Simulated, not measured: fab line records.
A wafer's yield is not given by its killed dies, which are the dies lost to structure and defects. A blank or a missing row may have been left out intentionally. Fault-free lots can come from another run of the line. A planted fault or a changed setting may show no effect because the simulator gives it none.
Which tool did it? + flow sky130 + 18 wafers from 6 lots sampled at 2 of the route's 708 steps

WHAT EACH GAUGE READ, for each wafer
SKY_CAPM_RS_MEAS_03: the measuring method here is four-point-probe.
| lot  | measured     | on            | CAPM_TIN_RS (ohm/sq)          |
|------|--------------|---------------|-------------------------------|
| L508 | day 37 22:23 | film-metro-04 | 6.95 7.03 7.06                |
| L509 | day 38 02:01 | film-metro-04 | 6.92 7.09 6.84                |
| L513 | day 38 14:05 | film-metro-03 | 6.91 7.04 6.95                |
| L518 | day 40 00:25 | film-metro-04 | 6.87 6.99 6.91                |
| L523 | day 41 08:29 | film-metro-01 | 7.06 6.96 4.44 7.08 6.95 4.44 |
| L527 | day 42 08:17 | film-metro-03 | 6.94 6.86 6.93                |

EACH LOT AND THE TOOL THAT RAN IT (in order: tool; ch and the chambers of the sampled wafers; start)
| lot  | SKY_CAPM_SPUTTER_02          |
|------|------------------------------|
| L508 | pvd-sputter-04, day 37 22:16 |
| L509 | pvd-sputter-04, day 38 01:54 |
| L513 | pvd-sputter-04, day 38 13:59 |
| L518 | pvd-sputter-01, day 40 00:16 |
| L523 | pvd-sputter-04, day 41 08:22 |
| L527 | pvd-sputter-01, day 42 08:11 |
- SKY_CAPM_SPUTTER_02: material TiN, target thk 200 nm, time 166.7 s.

THE ANSWER, worked out from the rows above alone
Rule: usual is defined by the lots themselves. Put in order of their means at a reading, lots are off if they are a third of the lots or fewer, leave a main group of 4 or more, and stand apart from it by a gap of 3 or more times the standard deviation of the main group's means; of several such gaps the widest counts. If all means in a main group match to the digits the tables above print for the reading, that group is not used. A lot without any number at a reading at which 4 lots or more have one is off too. Any other lot the step has rows for is counted as sound.
Off: at SKY_CAPM_RS_MEAS_03 (CAPM_TIN_RS), L523. The main group has a mean of 6.95 ohm/sq with a standard deviation of 0.036.
A tool fits if, at a process step before that reading, it ran every lot that is off, and no sound lot after the first of them. The gauges at SKY_CAPM_RS_MEAS_03 are tried like those tools. Can't be told from this: 2 tools fit, pvd-sputter-04 at SKY_CAPM_SPUTTER_02, film-metro-01 at SKY_CAPM_RS_MEAS_03.

WHAT THE SIMULATOR PUT IN
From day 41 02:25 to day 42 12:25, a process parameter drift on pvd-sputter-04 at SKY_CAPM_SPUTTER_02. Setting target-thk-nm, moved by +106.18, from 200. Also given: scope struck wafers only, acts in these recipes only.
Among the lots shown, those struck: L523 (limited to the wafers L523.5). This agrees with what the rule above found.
